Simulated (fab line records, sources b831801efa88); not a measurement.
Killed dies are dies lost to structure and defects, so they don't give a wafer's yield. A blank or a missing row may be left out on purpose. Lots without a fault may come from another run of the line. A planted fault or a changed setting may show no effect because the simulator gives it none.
One fault seen from 2 desks | flow gf180mcu | each desk has only its own numbers; what lay behind them comes last

THE TOOL OWNER'S DESK: litho_track-03
The tool's own readings at GF_V1_PEB_12 (peb time 90 s): means of the sampled wafers that have a number, for each lot that ran on this tool. A lot is out of limits, marked OUT, if its mean lies more than 4 standard deviations from the usual mean; the brackets give that distance.
Columns: A = chill_plate_temp_C at GF_V1_PEB_12, usual 22.98 C
lot  | first seen here | A
L418 | day 18 00:59    | 22.95
L424 | day 20 14:50    | 22.84
L426 | day 21 08:44    | 22.89
L434 | day 24 03:14    | 22.94
L435 | day 24 08:08    | 22.95
This desk's finding: nothing out of limits on any of the 5 lots.

THE METROLOGY DESK
What the gauges read, lot by lot, whatever tool the lot ran on: means of the sampled wafers that have a number. A lot is out of limits, marked OUT, if its mean lies more than 4 standard deviations from the usual mean; the brackets give that distance.
Columns: A = M1_ALCU_THK at GF_M1_THK_MEAS_06, usual 458 nm; B = cd_nm at GF_V1_CD_MEAS_14, usual 260.2 nm
lot  | first seen here | A   | B
L418 | day 16 02:52    | 464 | 260.3
L421 | day 17 07:29    | 456 | 259.9
L424 | day 18 13:44    | 465 | 261.0
L425 | day 18 23:50    | 447 | 258.4
L426 | day 19 06:58    | 458 | 259.9
L434 | day 22 04:38    | 463 | 260.9
L435 | day 22 09:46    | 460 | 262.4
L437 | day 23 00:34    | 462 | 261.4
L438 | day 23 10:52    | 462 | 258.6
L439 | day 23 16:56    | 447 | 260.4
L440 | day 23 23:12    | 456 | 260.6
L441 | day 24 05:23    | 457 | 260.8
This desk's finding: nothing out of limits on any of the 12 lots.

PUT TOGETHER
The tool owner's desk saw nothing out of limits.
The metrology desk saw nothing out of limits.

WHAT THE SIMULATOR HAD PUT IN
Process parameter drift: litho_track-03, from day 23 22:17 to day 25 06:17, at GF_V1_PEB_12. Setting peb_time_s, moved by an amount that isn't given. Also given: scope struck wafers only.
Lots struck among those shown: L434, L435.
